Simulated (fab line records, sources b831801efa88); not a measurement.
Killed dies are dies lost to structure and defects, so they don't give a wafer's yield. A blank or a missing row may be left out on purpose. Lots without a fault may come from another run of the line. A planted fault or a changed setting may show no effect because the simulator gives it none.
Split-lot experiment | flow sfq_line | 5 lots, 27 wafers read, on a route of 325 steps

THE SPLIT
At SFQ_TRILAYER_I4_VIA_BARC_OPEN_VIA_ETCH_146 (etches BARC in O2, target depth 125 nm, time 41.7 s), the setting time_s was moved away from the recipe's 41.7 s on 9 of the 27 wafers read, by +30.7% to +37.9%. The other wafers ran this setting at the recipe's value.

The reading is taken at the split's own step.

THE READING
oes_product_au, in a.u., at SFQ_TRILAYER_I4_VIA_BARC_OPEN_VIA_ETCH_146 (etches BARC in O2, target depth 125 nm, time 41.7 s). Fault-free wafers of this fab line usually give 0.685 a.u., standard deviation 0.0046 a.u..

wafer  | tool, chamber at the split | time_s as run, s | against the recipe | oes_product_au, a.u. | against lot-mates on the recipe
L074.3 | rie_diel-04, 0             | 41.7             | recipe             | 0.690                | -
L074.5 | rie_diel-04, 2             | 41.7             | recipe             | 0.688                | -
L074.6 | rie_diel-04, 1             | 41.7             | recipe             | 0.686                | -
L076.1 | rie_diel-03, 2             | 56.81            | +36.2%             | 0.649                | -0.040
L076.2 | rie_diel-03, 3             | 41.7             | recipe             | 0.685                | -
L076.3 | rie_diel-03, 0             | 56.81            | +36.2%             | 0.652                | -0.037
L076.4 | rie_diel-03, 1             | 41.7             | recipe             | 0.689                | -
L076.5 | rie_diel-03, 0             | 41.7             | recipe             | 0.692                | -
L076.6 | rie_diel-03, 3             | 56.81            | +36.2%             | 0.644                | -0.045
L077.1 | rie_diel-03, 0             | 41.7             | recipe             | 0.688                | -
L077.2 | rie_diel-03, 1             | 41.7             | recipe             | 0.687                | -
L077.3 | rie_diel-03, 2             | 41.7             | recipe             | 0.680                | -
L077.4 | rie_diel-03, 3             | 54.5             | +30.7%             | 0.651                | -0.034
L077.5 | rie_diel-03, 0             | 54.5             | +30.7%             | 0.657                | -0.028
L077.6 | rie_diel-03, 3             | 54.5             | +30.7%             | 0.651                | -0.034
L081.1 | rie_diel-04, 0             | 41.7             | recipe             | 0.675                | -
L081.2 | rie_diel-04, 2             | 41.7             | recipe             | 0.676                | -
L081.3 | rie_diel-04, 3             | 41.7             | recipe             | 0.686                | -
L081.4 | rie_diel-04, 1             | 41.7             | recipe             | 0.685                | -
L081.5 | rie_diel-04, 2             | 41.7             | recipe             | 0.680                | -
L081.6 | rie_diel-04, 1             | 41.7             | recipe             | 0.690                | -
L084.1 | rie_diel-02, 0             | 41.7             | recipe             | 0.681                | -
L084.2 | rie_diel-02, 2             | 57.52            | +37.9%             | 0.655                | -0.030
L084.3 | rie_diel-02, 1             | 57.52            | +37.9%             | 0.648                | -0.037
L084.4 | rie_diel-02, 0             | 41.7             | recipe             | 0.686                | -
L084.5 | rie_diel-02, 2             | 57.52            | +37.9%             | 0.660                | -0.025
L084.6 | rie_diel-02, 1             | 41.7             | recipe             | 0.688                | -

THE FIT
A straight line over all 27 wafers: oes_product_au changes by -0.00094 a.u. for each +1% of time_s; r = -0.95; the points scatter about the line by 0.0051 a.u..
The same after taking each lot's own level away (the mean of its wafers on the recipe; 27 wafers): -0.000973 a.u. for each +1%; r = -0.96; scatter 0.0049 a.u..
On that fit, the largest move of time_s shifts the reading by 0.037 a.u..
The lots' own levels span 0.6820 to 0.6887 a.u., that is 1.4 times the standard deviation above.
So the lot-to-lot level changes the slope little: the two slopes agree.
Check: with one of the wafers moved furthest among these (+37.9%) left out of the fit, the line predicts -0.0381 a.u. for it against its lot-mates. It came out at -0.03 a.u. against them.
Tool readings at the split's step, against how far the setting was moved: oes_product_au r = -0.95.

THE WHOLE CHAIN: every reading that the file lists as answering this split, in the file's order
step                                       | what it does                                        | reading                                                                                       | change (the file's fit)                    | r (the file's)
SFQ_TRILAYER_I4_VIA_BARC_OPEN_VIA_ETCH_146 | etches BARC in O2, target depth 125 nm, time 41.7 s | oes_product_au                                                                                | -0.000979 a.u. for each +1% of the setting | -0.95
SFQ_TRILAYER_I4_VIA_BARC_OPEN_VIA_ETCH_146 | etches BARC in O2, target depth 125 nm, time 41.7 s | KrF_of_TRILAYER_I4_VIA_LITHO_COAT_103.thk_nm (the simulator's own value, which no gauge read) | -0.511 nm for each +1% of the setting      | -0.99

THE FILE'S OWN FIT
oes_product_au changes by -0.000979 a.u. for each +1% of time_s, r = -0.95.
